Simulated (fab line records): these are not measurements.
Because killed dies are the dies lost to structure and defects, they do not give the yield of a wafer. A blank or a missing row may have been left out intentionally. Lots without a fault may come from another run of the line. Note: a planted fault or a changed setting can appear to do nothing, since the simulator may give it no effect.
A struck lot beside a sound one	flow sky130	17 out of 708 route steps
Sound: the wafers L373.1, L373.3, L373.6. Struck: wafers L371.2, L371.5 (left out: L371.3, a lot-mate that was not struck); the cause follows at the end.
Each step with rows lists, per side, the tool, then ch with its chambers, then its first start. Under that, the readings that differ: sound wafers	struck wafers	difference of the means	sigmas: that difference in standard deviations of wafers without a fault.
alike: same words and numbers on both sides, and readings whose means sit less than 2 such deviations apart. not compared: any withheld reading, any reading some wafer has no value for, any bound like >300 that may hide the same value, and any number with overlapping values for which the record gives no deviation.
Wherever a step has rows on one side only, a row that says differs or no value, or a row with sigmas, the two part there. When numbers do not overlap yet have no deviation, they are printed without sigmas and do not part them. Lack of a reading on every wafer of one side parts them only where that side has two or more wafers.

first, 2 steps without rows for these wafers: SKY_LOCAL_INTERCONNECT_PEB_09; SKY_LOCAL_INTERCONNECT_DEVELOP_10 (develop time 60 s).
SKY_LOCAL_INTERCONNECT_CD_MEAS_11: target cd 170 nm.
  struck on cd sem-02, day 35 00:44; sound on cd sem-01, day 35 16:44
  alike: cd nm
SKY_LOCAL_INTERCONNECT_OVL_MEAS_12:
  struck on overlay-02, day 35 00:50; sound on overlay-01, day 35 16:52
  alike: LOCAL_INTERCONNECT_OVL
SKY_LOCAL_INTERCONNECT_ETCH_13: etches BARC in N2/H2, stops on SiO2, time 45.9 s, target depth 60 nm.
  sound on rie metal-02 ch 0,1, day 35 16:53; struck on rie metal-01 ch 1, day 35 00:52
  alike: drypump motor current A, oes product au, throttle valve pct
  not compared: rf hours counter h
SKY_LOCAL_INTERCONNECT_METAL_ETCH_14: etches TiN in Cl2/BCl3, stops on PSG, target depth 110 nm, time 31.4 s.
  sound on rie metal-02 ch 0,1, day 35 16:58; struck on rie metal-01 ch 1, day 35 00:57
  alike: drypump motor current A, oes product au, throttle valve pct
  not compared: rf hours counter h
SKY_LOCAL_INTERCONNECT_STRIP_15: strips in O2/N2.
  sound on plasma asher-03 ch 0, day 35 17:01; struck on plasma asher-04 ch 0,1, day 35 01:01
  alike: drypump motor current A, oes product au, strip time to endpoint s
  not compared: rf hours counter h
then, 3 steps without rows for these wafers: SKY_LOCAL_INTERCONNECT_STRIP_16 (strips in post etch residue remover, time 1200 s); SKY_LOCAL_INTERCONNECT_CLEAN_17 (cleans in IPA, time 180 s); SKY_LOCAL_INTERCONNECT_CLEAN_18 (cleans in O3/DIW).
SKY_CONTACT_CVD_00: deposits Si3N4, target thk 75 nm.
  sound on pecvd-03 ch 0,2, day 35 17:45; struck on pecvd-01 ch 0,2, day 35 01:58
  alike: heater power w
SKY_CONTACT_THK_MEAS_01:
  struck on film metro-02, day 35 02:00; sound on film metro-01, day 35 17:47
  alike: CONTACT_CVD_00_THK
SKY_CONTACT_HDPCVD_02: deposits SiO2, target thk 565 nm, time 94.2 s.
  sound on hdpcvd-01 ch 0,1,2, day 35 17:50; struck on hdpcvd-02 ch 2, day 35 02:03
reading	sound	struck	difference	sigmas
model.SiO2_of_CONTACT_HDPCVD_02.thk nm (nm)	556.9 563.2 567	394.9 397.9	-166.0	
SKY_CONTACT_THK_MEAS_03:
  struck on film metro-01, day 35 02:10; sound on film metro-02, day 35 17:55
reading	sound	struck	difference	sigmas
CONTACT_HDPCVD_THK (nm)	557 563 567	395 398	-166	-26
SKY_CONTACT_CMP_04: polishes SiO2.
  sound on cmp-02 ch 1,3, day 35 17:58; struck on cmp-02 ch 2,3, day 35 02:13
reading	sound	struck	difference	sigmas
time to endpoint s (s)	79 77 82	23 24	-56	-15
  alike: motor current A, slurry flow ml min
SKY_CONTACT_BOW_MEAS_05:
  struck on film metro-01, day 35 02:32; sound on film metro-01, day 35 18:16
  alike: CONTACT_BOW
-- the record jumps here: 14 days lie between the struck wafers' starts before and after (it left off in module CONTACT and takes up again in module PAD_OPEN, whose first step shown is number 708 of the route) --
SKY_PAD_OPEN_PROBE_99:
  struck on prober-02, day 49 11:53; sound on prober-02, day 49 23:29
reading	sound	struck	difference	sigmas
model.etest.met1 comb.leak log10 a um	-11.97 -12.04 -11.87	-10.86 -10.98	+1.04	

## WHERE THEY PART
At SKY_CONTACT_THK_MEAS_03 first; at SKY_CONTACT_CMP_04 last (within this record only). Later steps at which nothing parts them and some readings are alike: SKY_CONTACT_BOW_MEAS_05.

WHY: what had been put in by the simulator
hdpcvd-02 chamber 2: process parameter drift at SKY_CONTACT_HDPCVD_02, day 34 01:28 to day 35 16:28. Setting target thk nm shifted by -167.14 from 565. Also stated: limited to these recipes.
